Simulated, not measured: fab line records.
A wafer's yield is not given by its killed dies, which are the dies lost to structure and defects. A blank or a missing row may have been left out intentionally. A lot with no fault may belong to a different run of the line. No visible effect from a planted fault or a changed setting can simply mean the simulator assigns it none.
fab line records	flow sky130
record: lots: 14	wafers: 42	lastDay: 50
route steps=708 shown FIELD_ISO@4 METAL4@630 METAL5@666 PASSIVATION@681 PAD_OPEN@708
lots untouched by any fault: they come from a run of this same line in which no faults occurred
startH: start of the lot's first displayed wafer, in hours after the record's first day	waitH: time in hours since the lot's previous step	" unchanged from the row above	L1.1+2: one row covering several wafers at once	- value missing, or start not given	* or withheld: withheld	< > ~ a bound
route shown NAME@n: NAME is a module with steps in the file, n the number in the route of the first one	usual: mean/standard deviation of fault-free wafers	same: alike in all rows	chamber/n: place in a boat	sites: readings site by site	_std_site: the standard deviation of these	_edge_site: mean of outer sites minus mean of inner sites	radiusMm: how far each site lies from the wafer's centre	mask NAME#n: copy n	behind: tool/chamber where the wafer was last shaped	hold: cause of the lot's hold/its duration in hours/its outcome	device: which transistor (n, p or np) failed to switch	end of line: tests run on the same wafers once the route is complete	for a step that has no rows: nothing shown but its recipe	killed: count of dies lost to structure and defects at first sort (not the wafer's yield)	map: the dies of a wafer, with x for killed, . for not killed, _ for no die there
set.NAME: the setting that was run; set.NAME@STEP: the one run at that earlier step	model.NAME: the simulator's own value behind a step, which no gauge read
a sample of lots followed through the steps of the route, with each step as a table and each wafer as a row
services: a tool's chamber out of use, with start hour (startH, from the record's first day; less than 0 if before it), hours out, and reason
== steps ==
step: SKY_FIELD_ISO_CVD_03
recipe: material: Si3N4	precursor: DCS/NH3	targetThkNm: 165	tempC: 770	timeS: 2830	pressureMtorr: 250
usual: spikeTcCentreC: 771.4/1
lot.wafer	tool	chamber	startH	waitH	spikeTcCentreC
L294.1	lpcvd-02	0	17.60	0.1	772.2
L294.2	"	0	"	"	770.8
L294.6	"	0	"	"	772.0
L296.1	lpcvd-02	0	29.18	1.9	770.1
L296.4	"	0	"	"	770.7
L296.5	"	0	"	"	770.9
L297.1	lpcvd-02	1	32.71	0.1	773.2
L297.2	"	1	"	"	772.6
L297.3	"	1	"	"	769.2
L299.2	lpcvd-02	1	43.08	0.0	772.0
L299.3	"	1	"	"	771.8
L299.5	"	1	"	"	771.8
L301.2	lpcvd-02	1	51.69	0.0	771.2
L301.3	"	1	"	"	772.2
L301.5	"	1	"	"	772.1
L302.1	lpcvd-02	1	60.33	1.0	769.6
L302.2	"	1	"	"	773.3
L302.4	"	1	"	"	770.5
L304.1	lpcvd-02	1	66.69	0.1	771.2
L304.2	"	1	"	"	771.2
L304.3	"	1	"	"	771.0
L305.3	lpcvd-02	1	71.69	0.0	772.1
L305.5	"	1	"	"	772.8
L305.6	"	1	"	"	770.8
L307.2	lpcvd-02	0	81.90	0.0	771.1
L307.3	"	0	"	"	771.1
L307.6	"	0	"	"	772.1
L308.2	lpcvd-02	0	89.43	0.0	770.8
L308.4	"	0	"	"	770.5
L308.5	"	0	"	"	773.2
L310.1	lpcvd-02	1	98.22	0.1	771.0
L310.2	"	1	"	"	769.8
L310.4	"	1	"	"	772.1
L314.1	lpcvd-02	1	117.12	0.5	771.2
L314.2	"	1	"	"	772.9
L314.3	"	1	"	"	771.2
L315.3	lpcvd-02	0	123.54	0.0	772.3
L315.5	"	0	"	"	771.4
L315.6	"	0	"	"	770.9
L316.2	lpcvd-02	0	127.27	0.0	771.2
L316.3	"	0	"	"	771.9
L316.6	"	0	"	"	771.0
step: SKY_METAL4_OVL_MEAS_14
usual: METAL4_OVL: 2/5.3
lot.wafer	tool	chamber	startH	waitH	METAL4_OVL[nm]
L294.1	overlay-02	-	973.88	0.1	7
L294.2	"	-	"	"	3
L294.6	"	-	"	"	2
L296.1	overlay-02	-	990.43	0.1	4
L296.4	"	-	"	"	-1
L296.5	"	-	"	"	-8
L297.1	overlay-02	-	1007.71	0.1	-6
L297.2	"	-	"	"	-1
L297.3	"	-	"	"	-7
L299.2	overlay-02	-	1013.69	0.1	1
L299.3	"	-	"	"	1
L299.5	"	-	"	"	8
L301.2	overlay-01	-	1028.54	0.1	6
L301.3	"	-	"	"	-1
L301.5	"	-	"	"	5
L302.1	overlay-01	-	1037.58	0.1	1
L302.2	"	-	"	"	4
L302.4	"	-	"	"	5
L304.1	overlay-01	-	1055.33	0.1	8
L304.2	"	-	"	"	2
L304.3	"	-	"	"	-1
L305.3	overlay-02	-	1057.50	0.1	-3
L305.5	"	-	"	"	-5
L305.6	"	-	"	"	-1
L307.2	overlay-02	-	1069.19	0.1	-9
L307.3	"	-	"	"	-11
L307.6	"	-	"	"	-5
L308.2	overlay-01	-	1071.47	0.1	-1
L308.4	"	-	"	"	-5
L308.5	"	-	"	"	-4
L310.1	overlay-02	-	1083.88	0.1	6
L310.2	"	-	"	"	2
L310.4	"	-	"	"	-2
L314.1	overlay-01	-	1119.10	0.1	2
L314.2	"	-	"	"	11
L314.3	"	-	"	"	1
L316.2	overlay-01	-	1124.02	0.1	11
L316.3	"	-	"	"	3
L316.6	"	-	"	"	5
L315.3	overlay-01	-	1129.81	0.1	1
L315.5	"	-	"	"	3
L315.6	"	-	"	"	4
step: SKY_METAL5_RS_MEAS_05
recipe: thkMeasGauge: four-point-probe	reads: TiN_of_METAL5_SPUTTER_04+Ti_of_METAL5_SPUTTER_03+AlCu_of_METAL5_SPUTTER_02+TiN_of_METAL5_SPUTTER_01+Ti_of_METAL5_SPUTTER_00
usual: METAL5_ALCU_RS: 0.02727/0.00028
lot.wafer	tool	chamber	startH	waitH	METAL5_ALCU_RS[ohm/sq]
L294.1	filmMetro-02	-	1000.25	0.0	0.02739
L294.2	"	-	"	"	0.02754
L294.6	"	-	"	"	0.02746
L296.1	filmMetro-02	-	1016.33	0.0	0.02678
L296.4	"	-	"	"	0.02716
L296.5	"	-	"	"	0.02674
L297.1	filmMetro-04	-	1033.91	0.0	0.02666
L297.2	"	-	"	"	0.02734
L297.3	"	-	"	"	0.027
L299.2	filmMetro-04	-	1038.66	0.0	0.02743
L299.3	"	-	"	"	0.02697
L299.5	"	-	"	"	0.02722
L301.2	filmMetro-01	-	1054.37	0.0	0.02737
L301.3	"	-	"	"	0.0272
L301.5	"	-	"	"	0.02745
L302.1	filmMetro-04	-	1062.14	0.0	0.02685
L302.2	"	-	"	"	0.02708
L302.4	"	-	"	"	0.02714
L304.1	filmMetro-04	-	1079.76	0.0	0.02767
L304.2	"	-	"	"	0.02738
L304.3	"	-	"	"	0.02761
L305.3	filmMetro-01	-	1083.50	0.1	0.02752
L305.5	"	-	"	"	0.0279
L305.6	"	-	"	"	0.02745
L307.2	filmMetro-02	-	1093.64	0.0	0.02723
L307.3	"	-	"	"	0.02725
L307.6	"	-	"	"	0.02751
L308.2	filmMetro-01	-	1094.92	0.0	0.02698
L308.4	"	-	"	"	0.0269
L308.5	"	-	"	"	0.0272
L310.1	filmMetro-01	-	1106.73	0.0	0.02719
L310.2	"	-	"	"	0.02711
L310.4	"	-	"	"	0.02714
L314.1	filmMetro-04	-	1141.48	0.0	0.02723
L314.2	"	-	"	"	0.0275
L314.3	"	-	"	"	0.02741
L316.2	filmMetro-04	-	1145.96	0.0	0.02671
L316.3	"	-	"	"	0.02708
L316.6	"	-	"	"	0.02719
L315.3	filmMetro-01	-	1151.48	0.1	0.02718
L315.5	"	-	"	"	0.02717
L315.6	"	-	"	"	0.02725
step: SKY_PASSIVATION_CVD_00
recipe: material: SiO2	targetThkNm: 90	tempC: 400	timeS: withheld	rfW: 600
usual: heaterPowerW: 679/92
lot.wafer	tool	chamber	startH	waitH	heaterPowerW
L294.1	pecvd-03	1	1024.12	0.0	569
L294.2	"	2	"	"	756
L294.6	"	0	"	"	668
L296.1	pecvd-03	0	1039.53	0.0	628
L296.4	"	1	"	"	583
L296.5	"	2	"	"	731
L297.1	pecvd-01	1	1057.12	0.0	534
L297.2	"	2	"	"	695
L297.3	"	0	"	"	656
L299.2	pecvd-03	1	1061.21	0.0	618
L299.3	"	2	"	"	888
L299.5	"	0	"	"	699
L301.2	pecvd-04	0	1076.75	0.0	647
L301.3	"	1	"	"	634
L301.5	"	1	"	"	637
L302.1	pecvd-01	1	1084.15	0.0	679
L302.2	"	0	"	"	705
L302.4	"	0	"	"	698
L304.1	pecvd-04	1	1101.02	0.0	725
L304.2	"	2	"	"	782
L304.3	"	0	"	"	606
L305.3	pecvd-01	0	1104.59	0.0	644
L305.5	"	0	"	"	656
L305.6	"	1	"	"	538
L307.2	pecvd-03	1	1114.88	0.0	510
L307.3	"	0	"	"	610
L307.6	"	1	"	"	516
L308.2	pecvd-01	0	1115.41	0.0	622
L308.4	"	2	"	"	699
L308.5	"	0	"	"	619
L310.1	pecvd-01	1	1126.47	0.0	570
L310.2	"	2	"	"	621
L310.4	"	0	"	"	764
L314.1	pecvd-03	1	1160.01	0.0	505
L314.2	"	0	"	"	617
L314.3	"	2	"	"	882
L316.2	pecvd-03	1	1163.93	0.0	482
L316.3	"	2	"	"	785
L316.6	"	2	"	"	767
L315.3	pecvd-01	1	1169.81	0.0	654
L315.5	"	1	"	"	670
L315.6	"	2	"	"	708
step: SKY_PAD_OPEN_PROBE_99
usual: killed_at_M0_to_M3: 43/7.7	killed_at_M4_up: 2.9/1.9	killedAtContacts: 24/5.9	killedAtFrontEnd: 16/5.1	killedAtOther: 0.3/0.63	killedDies: 86/10	killedOpen: 47/7.6	killedShort: 39/6.8
same: grossDies: 492	killedAtBackSide: 0
lot.wafer	tool	chamber	startH	waitH	killed_at_M0_to_M3	killed_at_M4_up	killedAtContacts	killedAtFrontEnd	killedAtOther	killedDies	killedOpen	killedShort
L299.2	prober-01	-	1103.85	0.1	57	0	30	19	0	106	56	49
L299.3	prober-01	-	1103.90	0.2	42	4	17	12	0	75	42	33
L299.5	prober-01	-	1104.00	0.2	45	1	20	14	0	80	46	34
L301.2	prober-01	-	1119.15	0.1	53	2	22	18	0	95	57	38
L301.3	prober-01	-	1119.20	0.2	41	2	9	10	0	62	33	29
L301.5	prober-01	-	1119.30	0.2	68	2	35	13	0	118	63	55
L304.1	prober-02	-	1142.03	0.1	43	2	35	16	0	96	54	42
L304.2	prober-02	-	1142.08	0.1	54	1	20	20	0	95	41	53
L304.3	prober-02	-	1142.13	0.2	45	1	18	10	1	75	45	30
L305.3	prober-01	-	1145.76	0.2	39	5	20	25	1	90	47	41
L305.5	prober-01	-	1145.86	0.2	41	3	17	18	0	79	39	40
L305.6	prober-01	-	1145.91	0.2	35	6	26	26	0	93	50	43
L307.2	prober-01	-	1155.09	0.1	33	0	18	15	1	67	43	24
L307.3	prober-01	-	1155.14	0.2	40	3	16	17	0	76	46	29
L307.6	prober-01	-	1155.29	0.2	32	3	33	14	0	82	51	31
L310.1	prober-02	-	1164.67	0.1	27	5	22	22	1	77	40	35
L310.2	prober-02	-	1164.72	0.1	32	2	20	19	0	73	38	35
L310.4	prober-02	-	1164.82	0.2	36	2	15	16	0	69	33	34
L314.1	prober-02	-	1194.30	0.1	48	3	21	60	1	133	54	36
L314.2	prober-02	-	1194.35	0.1	41	2	21	63	0	127	42	37
L314.3	prober-02	-	1194.40	0.2	36	2	23	61	0	122	32	43
L316.2	prober-01	-	1198.62	0.1	43	3	23	41	0	110	49	32
L316.3	prober-01	-	1198.67	0.2	55	0	15	39	0	109	50	28
L316.6	prober-01	-	1198.82	0.2	43	1	30	50	0	124	47	42
L315.3	prober-02	-	1203.16	0.2	38	4	19	45	0	106	34	45
L315.5	prober-02	-	1203.26	0.2	32	4	25	47	0	108	38	45
L315.6	prober-02	-	1203.31	0.2	29	3	24	49	0	105	46	31
killed by level:class
L299.2 VIA1:geometricParticle:open=17 CONTACT:geometricParticle:open=14 METAL2:geometricParticle:short=8 FIELD_ISO:geometricParticle:short=7 VIA2:geometricParticle:open=7 CONTACT:geometricParticle:short=7 LOCAL_INTERCONNECT:geometricParticle:short=6 POLY_GATE:geometricParticle:open=4
L299.3 VIA2:geometricParticle:open=10 VIA1:geometricParticle:open=9 CONTACT:geometricParticle:open=7 METAL1:geometricParticle:short=7 CONTACT:geometricParticle:short=4 FIELD_ISO:geometricParticle:short=3 LI_CONTACT:geometricParticle:open=3 POLY_GATE:geometricParticle:open=3
L299.5 VIA1:geometricParticle:open=12 METAL1:geometricParticle:short=8 CONTACT:geometricParticle:open=7 FIELD_ISO:geometricParticle:open=6 CONTACT:geometricParticle:short=5 VIA3:geometricParticle:open=5 LI_CONTACT:geometricParticle:open=4 LOCAL_INTERCONNECT:geometricParticle:short=4
L301.2 VIA3:geometricParticle:open=14 VIA1:geometricParticle:open=10 CONTACT:geometricParticle:open=9 POLY_GATE:geometricParticle:open=8 METAL2:geometricParticle:short=6 METAL1:geometricParticle:short=5 VIA2:geometricParticle:open=5 FIELD_ISO:geometricParticle:open=4
L301.3 VIA3:geometricParticle:open=12 VIA1:geometricParticle:open=10 VIA1:geometricParticle:short=6 POLY_GATE:geometricParticle:short=5 METAL1:geometricParticle:short=4 METAL2:geometricParticle:short=4 LI_CONTACT:geometricParticle:open=3 CONTACT:geometricParticle:open=3
L301.5 VIA1:geometricParticle:open=17 METAL1:geometricParticle:short=12 CONTACT:geometricParticle:open=12 LI_CONTACT:geometricParticle:open=9 VIA3:geometricParticle:open=8 VIA1:geometricParticle:short=8 METAL2:geometricParticle:short=6 METAL2:geometricParticle:open=6
L304.1 VIA1:geometricParticle:open=13 CONTACT:geometricParticle:open=10 CONTACT:geometricParticle:short=9 POLY_GATE:geometricParticle:open=8 VIA2:geometricParticle:open=7 METAL2:geometricParticle:short=7 LI_CONTACT:geometricParticle:open=6 LOCAL_INTERCONNECT:geometricParticle:short=6
L304.2 VIA1:geometricParticle:open=15 METAL2:geometricParticle:short=7 POLY_GATE:geometricParticle:short=6 METAL1:geometricParticle:short=6 CONTACT:geometricParticle:short=6 VIA1:geometricParticle:short=6 VIA2:geometricParticle:short=5 LI_CONTACT:geometricParticle:open=4
L304.3 VIA1:geometricParticle:open=15 CONTACT:geometricParticle:open=10 VIA1:geometricParticle:short=8 VIA3:geometricParticle:open=7 FIELD_ISO:geometricParticle:short=4 METAL2:geometricParticle:short=3 POLY_GATE:geometricParticle:short=3 LOCAL_INTERCONNECT:geometricParticle:short=3
L305.3 VIA2:geometricParticle:open=7 CONTACT:geometricParticle:open=7 FIELD_ISO:geometricParticle:open=6 POLY_GATE:geometricParticle:short=6 METAL1:geometricParticle:short=6 FIELD_ISO:geometricParticle:short=5 LI_CONTACT:geometricParticle:open=5 VIA1:geometricParticle:open=5
L305.5 VIA1:geometricParticle:open=11 METAL1:geometricParticle:short=7 VIA3:geometricParticle:open=7 FIELD_ISO:geometricParticle:short=6 FIELD_ISO:geometricParticle:open=5 CONTACT:geometricParticle:short=5 POLY_GATE:geometricParticle:short=4 LI_CONTACT:geometricParticle:open=4
L305.6 CONTACT:geometricParticle:open=15 FIELD_ISO:geometricParticle:short=8 POLY_GATE:geometricParticle:short=7 VIA3:geometricParticle:open=7 LI_CONTACT:geometricParticle:open=5 VIA2:geometricParticle:open=5 VIA1:geometricParticle:open=5 METAL2:geometricParticle:short=5
L307.2 CONTACT:geometricParticle:open=13 VIA1:geometricParticle:open=8 VIA3:geometricParticle:open=5 VIA2:geometricParticle:open=5 FIELD_ISO:geometricParticle:short=4 FIELD_ISO:geometricParticle:open=4 VIA2:geometricParticle:short=4 POLY_GATE:geometricParticle:open=3
L307.3 VIA1:geometricParticle:open=13 VIA3:geometricParticle:open=8 LI_CONTACT:geometricParticle:open=5 FIELD_ISO:geometricParticle:short=4 LOCAL_INTERCONNECT:geometricParticle:short=4 CONTACT:geometricParticle:open=4 VIA2:geometricParticle:open=4 METAL3:geometricParticle:short=4
L307.6 CONTACT:geometricParticle:open=11 LI_CONTACT:geometricParticle:open=10 POLY_GATE:geometricParticle:open=6 VIA2:geometricParticle:open=6 LOCAL_INTERCONNECT:geometricParticle:short=5 VIA3:geometricParticle:open=5 VIA1:geometricParticle:open=4 VIA1:geometricParticle:short=4
L310.1 FIELD_ISO:geometricParticle:open=9 CONTACT:geometricParticle:open=8 FIELD_ISO:geometricParticle:short=6 VIA1:geometricParticle:open=5 LI_CONTACT:geometricParticle:open=5 METAL4:geometricParticle:short=5 VIA2:geometricParticle:open=5 LOCAL_INTERCONNECT:geometricParticle:short=4
L310.2 FIELD_ISO:geometricParticle:short=8 FIELD_ISO:geometricParticle:open=7 CONTACT:geometricParticle:open=6 LI_CONTACT:geometricParticle:open=5 METAL1:geometricParticle:short=5 VIA1:geometricParticle:open=5 LI_CONTACT:geometricParticle:short=3 LOCAL_INTERCONNECT:geometricParticle:short=3
L310.4 VIA1:geometricParticle:open=9 VIA2:geometricParticle:open=7 CONTACT:geometricParticle:short=5 METAL1:geometricParticle:short=5 FIELD_ISO:geometricParticle:open=4 LI_CONTACT:geometricParticle:open=4 FIELD_ISO:geometricParticle:short=3 POLY_GATE:geometricParticle:short=3
L314.1 FIELD_ISO:unspecified=43 VIA1:geometricParticle:open=12 POLY_GATE:geometricParticle:open=8 VIA2:geometricParticle:open=8 LI_CONTACT:geometricParticle:open=5 VIA3:geometricParticle:open=5 CONTACT:geometricParticle:short=5 METAL2:geometricParticle:short=5
L314.2 FIELD_ISO:unspecified=47 VIA1:geometricParticle:open=8 VIA3:geometricParticle:open=6 VIA2:geometricParticle:open=6 LOCAL_INTERCONNECT:geometricParticle:short=5 METAL1:geometricParticle:short=5 FIELD_ISO:geometricParticle:short=4 CONTACT:geometricParticle:short=4
L314.3 FIELD_ISO:unspecified=47 METAL2:geometricParticle:short=9 CONTACT:geometricParticle:open=8 VIA1:geometricParticle:open=7 FIELD_ISO:geometricParticle:short=5 LI_CONTACT:geometricParticle:short=5 FIELD_ISO:geometricParticle:open=4 LI_CONTACT:geometricParticle:open=4
L316.2 FIELD_ISO:unspecified=26 CONTACT:geometricParticle:open=11 VIA1:geometricParticle:open=9 VIA2:geometricParticle:open=7 METAL2:geometricParticle:short=6 LI_CONTACT:geometricParticle:open=5 VIA1:geometricParticle:short=5 VIA2:geometricParticle:short=5
L316.3 FIELD_ISO:unspecified=30 VIA1:geometricParticle:open=15 VIA2:geometricParticle:open=8 METAL2:geometricParticle:short=7 CONTACT:geometricParticle:open=6 VIA3:geometricParticle:open=6 VIA1:geometricParticle:short=5 METAL2:geometricParticle:open=5
L316.6 FIELD_ISO:unspecified=34 CONTACT:geometricParticle:open=10 LI_CONTACT:geometricParticle:open=9 VIA2:geometricParticle:open=8 VIA1:geometricParticle:short=8 FIELD_ISO:geometricParticle:short=7 VIA1:geometricParticle:open=7 VIA2:geometricParticle:short=6
L315.3 FIELD_ISO:unspecified=27 VIA2:geometricParticle:short=6 CONTACT:geometricParticle:open=6 METAL1:geometricParticle:short=6 POLY_GATE:geometricParticle:open=5 POLY_GATE:geometricParticle:short=4 VIA3:geometricParticle:open=4 VIA1:geometricParticle:short=4
L315.5 FIELD_ISO:unspecified=25 CONTACT:geometricParticle:short=8 POLY_GATE:geometricParticle:short=7 CONTACT:geometricParticle:open=7 LI_CONTACT:geometricParticle:open=6 VIA2:geometricParticle:open=6 METAL1:geometricParticle:short=5 FIELD_ISO:geometricParticle:short=4
L315.6 FIELD_ISO:unspecified=28 VIA1:geometricParticle:open=8 LI_CONTACT:geometricParticle:open=7 FIELD_ISO:geometricParticle:short=6 POLY_GATE:geometricParticle:open=6 VIA2:geometricParticle:open=6 VIA3:geometricParticle:open=6 LI_CONTACT:geometricParticle:short=4
== services ==
tool	chamber	startH	hours	kind
pecvd-03	2	33.07	11.5	repair
pecvd-01	-	35.60	1.1	repair
pecvd-01	-	45.96	0.9	repair
pecvd-01	-	55.52	6.0	pm
pecvd-03	-	86.10	5.5	pm
pecvd-03	2	138.66	8.6	repair
pecvd-01	1	160.57	16.5	repair
pecvd-03	1	286.50	5.3	repair
pecvd-01	-	301.87	1.2	repair
pecvd-01	0	417.96	7.8	repair
lpcvd-02	-	479.66	6.1	pm
pecvd-01	-	521.86	1.9	repair
lpcvd-02	-	530.77	2.8	pm
pecvd-01	2	647.49	3.8	repair
pecvd-03	0	653.86	9.3	repair
pecvd-01	-	667.95	2.8	pm
lpcvd-02	-	678.95	14.6	pm
pecvd-03	2	685.19	2.3	repair
pecvd-01	-	712.70	0.4	repair
pecvd-03	-	754.03	6.0	pm
pecvd-03	-	787.63	2.8	pm
pecvd-01	0	838.67	7.4	repair
lpcvd-02	-	1076.07	0.7	repair
lpcvd-02	-	1098.09	1.3	repair
== key ==
firstSign: step: SKY_PAD_OPEN_PROBE_99	reading: killedAtFrontEnd	direction: up	sigmas: 6.9	usual: 16	struck: 51
effect: step: SKY_PAD_OPEN_PROBE_99	reading: killedDies	direction: up	sigmas: 2.9	usual: 86	struck: 116
metAt SKY_FIELD_ISO_CVD_03
struckLots L314,L315,L316
testerLeftOut L314,L315,L316
notActingAt SKY_METAL4_OVL_MEAS_14,SKY_METAL5_RS_MEAS_05,SKY_PASSIVATION_CVD_00
onsetBetween 98.22 117.12
alsoFits time
fault: kind: chamberParticleSource	tool: lpcvd-02	chamber: -	onsetH: 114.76	steps: SKY_FIELD_ISO_CVD_03	ratePerVisitCm2: 0.55944	endH: 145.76
testerLeftOut: of these lots the tester's yield and bins aren't shown, on N5 and GAA mostly nor the transistor test; their killed dies are dies lost to structure and defects alone, not to doping, threshold or leakage, so they don't give the yield
